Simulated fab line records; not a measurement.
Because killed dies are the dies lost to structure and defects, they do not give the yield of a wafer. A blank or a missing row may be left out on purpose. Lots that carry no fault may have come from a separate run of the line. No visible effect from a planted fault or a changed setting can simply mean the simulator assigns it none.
Chamber matching + flow gf180mcu + GF_CONTACT_CVD_02 on pecvd-02 has 3 sister chambers
The step deposits SiO2 from TEOS, target thk 860 nm, time 95.992 s. 3 wafers are shown with their chamber, then 11 later ones without.

## EACH WAFER AND ITS CHAMBER
| wafer  | chamber | heaterPowerW (W) |
|--------|---------|------------------|
| L089.2 | 0       | 463              |
| L089.3 | 1       | 736              |
| L089.4 | 2       | 663              |

## WAFERS MISSING THEIR CHAMBER
| wafer  | heaterPowerW (W) |
|--------|------------------|
| L089.5 | 800              |
| L089.6 | 526              |
| L094.2 | 600              |
| L094.4 | 788              |
| L094.6 | 661              |
| L095.4 | 618              |
| L095.5 | 784              |
| L095.6 | 451              |
| L097.2 | 627              |
| L097.3 | 537              |
| L097.6 | 662              |

## WHICH CHAMBER EACH WENT THROUGH
| wafer  | from the rows above          | in truth |
|--------|------------------------------|----------|
| L089.5 | can't be placed: 1 or 2      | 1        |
| L089.6 | can't be placed: 0 or 2      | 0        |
| L094.2 | can't be placed: 2 or 1 or 0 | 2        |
| L094.4 | can't be placed: 1 or 2      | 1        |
| L094.6 | can't be placed: 2 or 1      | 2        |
| L095.4 | can't be placed: 2 or 1      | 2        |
| L095.5 | can't be placed: 1 or 2      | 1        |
| L095.6 | 0                            | 0        |
| L097.2 | can't be placed: 2 or 1      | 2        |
| L097.3 | can't be placed: 0 or 2      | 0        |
| L097.6 | can't be placed: 2 or 1      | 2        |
Correct placement for 1 of the 11. Cannot be placed on the basis of these rows: 10; the candidates contain the true chamber in 10. Placed wrongly: 0.
How it was worked out, from the rows above alone: a wafer's distance from a chamber is the root of the sum, over the readings, of the square of ((its reading less the chamber's mean) divided by the reading's scatter). If the next closest chamber is less than 2 further off than the closest, the wafer can't be placed; otherwise it belongs to the closest. For every chamber, the mean is computed from those of its wafers that are shown. The scatter: root of mean squared gap, hidden wafer to nearest shown wafer, with one shown wafer a chamber.
